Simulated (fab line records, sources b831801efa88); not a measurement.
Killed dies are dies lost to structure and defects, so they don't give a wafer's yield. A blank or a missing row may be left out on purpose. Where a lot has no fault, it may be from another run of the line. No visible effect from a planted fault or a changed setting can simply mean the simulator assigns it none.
2 desks looking at one fault :: flow sky130 :: each desk holds nothing but its own numbers, with what lay behind them at the end

== FOR THE TOOL OWNER'S DESK: rtp_anneal-01 ==
Per lot that ran on this tool, the mean of the sampled wafers carrying a number, from the tool's own readings at SKY_SD_N_RTA_14 (time 2 s). A lot is out of limits, marked OUT, if its mean lies more than 4 standard deviations from the usual mean; the brackets give that distance.
Columns: A = lamp_power_pct at SKY_SD_N_RTA_14, usual 15.73 %; B = wafer_temp_C_max at SKY_SD_N_RTA_14, usual 1078.1
lot: L859
first seen here: day 30 09:58
A: 15.70
B: 1078.8

lot: L861
first seen here: day 31 03:11
A: 15.75
B: 1078.5

lot: L863
first seen here: day 31 13:40
A: 15.76
B: 1077.2

lot: L865
first seen here: day 32 12:57
A: 15.75
B: 1078.2

lot: L867
first seen here: day 33 07:11
A: 15.75
B: 1077.9

lot: L869
first seen here: day 33 18:20
A: 14.32 (-28) OUT
B: 1077.8

lot: L871
first seen here: day 34 05:59
A: 14.25 (-30) OUT
B: 1077.6
This desk's finding: out of limits on L869, L871; first on L869, day 33 18:20 (lamp_power_pct at SKY_SD_N_RTA_14). L859, L861, L863, L865, L867: within limits.

== FROM THE METROLOGY DESK ==
Means of the sampled wafers that have a number, per lot and without regard to the tool the lot ran on: this is what the gauges read. A lot is out of limits, marked OUT, if its mean lies more than 4 standard deviations from the usual mean; the brackets give that distance.
Columns: A = SD_N_RS at SKY_SD_N_RS_MEAS_16, usual 68.53 ohm/sq; B = SD_P_RS at SKY_SD_N_RS_MEAS_17, usual 147.0 ohm/sq
lot: L854
first seen here: day 28 22:28
A: 68.44
B: 146.7

lot: L856
first seen here: day 29 11:26
A: 68.53
B: 146.9

lot: L858
first seen here: day 30 03:36
A: 68.65
B: 147.0

lot: L859
first seen here: day 30 10:08
A: 68.52
B: 146.8

lot: L860
first seen here: day 30 14:02
A: 68.59
B: 147.2

lot: L861
first seen here: day 31 03:24
A: 68.46
B: 146.8

lot: L863
first seen here: day 31 13:50
A: 68.44
B: 146.3

lot: L864
first seen here: day 32 06:51
A: 68.45
B: 146.7

lot: L865
first seen here: day 32 13:09
A: 68.42
B: 146.6

lot: L866
first seen here: day 32 20:53
A: 68.58
B: 147.2

lot: L867
first seen here: day 33 07:23
A: 68.63
B: 147.2

lot: L869
first seen here: day 33 18:30
A: 74.70 (+62) OUT
B: 185.6 (+99 or more) OUT

lot: L871
first seen here: day 34 06:09
A: 74.73 (+62) OUT
B: 185.4 (+99 or more) OUT

lot: L874
first seen here: day 35 02:47
A: 68.61
B: 146.9
This desk's result: L869, L871 out of limits, first on L869 (SD_N_RS at SKY_SD_N_RS_MEAS_16), day 33 18:30. L854, L856, L858, L859, L860, L861, L863, L864, L865, L866, L867, L874: within limits.

== PUT TOGETHER ==
On L869, L871, at day 33 18:20, an alarm was possible from the tool owner's desk.
An alarm was possible from the metrology desk at day 33 18:30, on L869, L871.
On rtp_anneal-01, each named lot ran SKY_SD_N_RTA_14.

== WHAT HAD BEEN PUT IN BY THE SIMULATOR ==
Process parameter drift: rtp_anneal-01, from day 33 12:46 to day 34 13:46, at SKY_SD_N_RTA_14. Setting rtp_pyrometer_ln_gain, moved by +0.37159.
Struck lots among those shown: L869, L871.
Hours from the fault's start to each desk's first reading out of limits: the tool owner's desk, 6; the metrology desk, 6.
